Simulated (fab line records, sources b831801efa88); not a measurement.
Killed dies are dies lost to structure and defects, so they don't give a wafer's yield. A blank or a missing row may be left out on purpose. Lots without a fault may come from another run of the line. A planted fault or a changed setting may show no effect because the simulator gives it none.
A struck lot beside a sound one | flow gf180mcu | 15 steps out of a route of 602
Sound: wafers L571.4, L571.5, L571.6. Struck: wafer L580.3. (L580.6 of the same lot was not struck and is left out.) The cause comes at the end.
At each step with rows: each side's tool, then ch and its chambers, then its first start. Under that, the readings that differ: sound wafers | struck wafers | difference of the means | sigmas: that difference in standard deviations of wafers without a fault.
alike: readings whose means differ by less than 2 such deviations, and words and numbers that are the same on both sides. not compared: withheld readings, readings that some wafer has no value for, bounds like >300 that may hide the same value, and numbers for which the record gives no deviation and whose values overlap.
The two part at a step that has a row with sigmas, a row that says differs or no value, or rows on one side only. Numbers that don't overlap but have no deviation are shown without sigmas and don't part them. A reading that every wafer of one side lacks parts them only if that side has two wafers or more.

GF_V5_OVL_MEAS_15:
  sound on overlay-01, day 29 16:49; struck on overlay-02, day 32 12:07
  alike: V5_OVL
GF_V5_ETCH_16: etches BARC in N2/H2.
  sound on rie_diel-01 ch 0,1,3, day 29 16:51; struck on rie_diel-01 ch 3, day 32 12:08
  alike: chamber_pressure_mTorr, drypump_motor_current_A, oes_product_au, throttle_valve_pct
GF_V5_ETCH_17: etches SiO2 in C4F8/O2/Ar, stops on TiN, target depth 855 nm.
  sound on rie_diel-01 ch 0,1,3; struck on rie_diel-01 ch 3
  alike: chamber_pressure_mTorr, oes_product_au
then, 3 steps without rows for these wafers: GF_V5_STRIP_18 (strips in O2/N2); GF_V5_STRIP_19 (strips in post etch residue remover, time 1200 s); GF_V5_CLEAN_20 (cleans in DIW).
GF_V5_SPUTTER_21: material Ti, target thk 15 nm, time 80.02 s.
  sound on pvd_sputter-04, day 29 17:32; struck on pvd_sputter-01, day 32 12:49
  alike: throttle_valve_pct
then, 1 step without rows for these wafers: GF_V5_SPUTTER_22 (material TiN, target thk 10 nm, time 40 s).
GF_V5_CVD_23: deposits W, target thk 350 nm, time 104.9 s.
  sound on cvd_w-02 ch 0,1, day 29 17:40; struck on cvd_w-01 ch 1, day 32 12:58
  alike: heater_power_outer_w, heater_power_w
GF_V5_RS_MEAS_24: measures by four-point-probe.
  sound on film_metro-03, day 29 17:48; struck on film_metro-02, day 32 13:04
  reading          | sound             | struck | difference | sigmas
  V5_W_RS (ohm/sq) | 0.327 0.326 0.328 | 0.337  | +0.010     | +2
GF_V5_THK_MEAS_25: measures by xrf.
  sound on film_metro-03, day 29 17:53; struck on film_metro-02, day 32 13:10
  reading       | sound       | struck | difference | sigmas
  V5_W_THK (nm) | 356 355 354 | 340    | -15        | -3
then, 1 step without rows for these wafers: GF_V5_CMP_26 (polishes, stops on SiO2, t overpolish 15 s, target thk 0 nm).
GF_TOP_METAL_SPUTTER_00: material Ti, target thk 37.5 nm, time 150 s.
  sound on pvd_sputter-01, day 29 18:13; struck on pvd_sputter-01, day 33 01:22
  reading                                      | sound             | struck | difference | sigmas
  model.Ti_of_TOP_METAL_SPUTTER_00.thk_nm (nm) | 37.52 38.07 37.99 | 55.15  | +17.29     |
  alike: throttle_valve_pct
GF_TOP_METAL_SPUTTER_01: material TiN, target thk 30 nm, time 25 s.
  sound on pvd_sputter-01, day 29 18:19; struck on pvd_sputter-01, day 33 01:28
  alike: throttle_valve_pct
GF_PASSIVATION_PROBE_99:
  the record has rows for the struck wafers here (prober-01, day 34 07:38) and none for the sound ones

WHERE THEY PART
First at GF_V5_RS_MEAS_24; last, within this record, at GF_PASSIVATION_PROBE_99.

WHY: what the simulator had put in
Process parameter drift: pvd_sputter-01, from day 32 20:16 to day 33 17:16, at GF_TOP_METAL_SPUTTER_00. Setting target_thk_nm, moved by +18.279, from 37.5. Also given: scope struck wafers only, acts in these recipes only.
